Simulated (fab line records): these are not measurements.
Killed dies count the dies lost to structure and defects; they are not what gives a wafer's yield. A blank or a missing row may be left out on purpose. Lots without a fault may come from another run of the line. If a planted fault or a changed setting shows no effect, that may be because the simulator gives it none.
Matching of chambers	flow gf180mcu	cmp-01 running GF_V4_CMP_04: 4 sister chambers
The step polishes SiO2. 4 wafers are shown with their chamber, then 8 later ones without.

## EACH WAFER AND ITS CHAMBER
wafer	chamber	motor-current-A (A)
L928.5	2	10.4
L929.1	0	10.2
L929.6	1	13.3
L937.3	3	11.9

## WAFERS WHOSE CHAMBER IS MISSING
wafer	motor-current-A (A)
L937.5	12.0
L937.6	10.7
L938.3	13.0
L938.4	10.6
L938.6	10.5
L943.2	13.0
L943.3	10.9
L943.6	12.4

## WHICH CHAMBER EACH ONE RAN IN
wafer	from the rows above	in truth
L937.5	3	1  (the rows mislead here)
L937.6	can't be placed: 2 or 0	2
L938.3	1	1
L938.4	can't be placed: 2 or 0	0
L938.6	can't be placed: 2 or 0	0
L943.2	1	1
L943.3	can't be placed: 2 or 0 or 3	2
L943.6	can't be placed: 3 or 1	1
Correctly placed: 2 of 8. These rows do not allow placing 5 (true chamber among the candidates in 5). Wrongly placed: 1.
How it was worked out, from the rows above alone: a wafer's distance from a chamber is the root of the sum, over the readings, of the square of ((its reading less the chamber's mean) divided by the reading's scatter). The wafer belongs to the nearest chamber; if the next one is less than 2 further off, it can't be placed. A chamber's mean is the mean of its shown wafers. The scatter: root of mean squared gap, hidden wafer to nearest shown wafer, with one shown wafer a chamber.
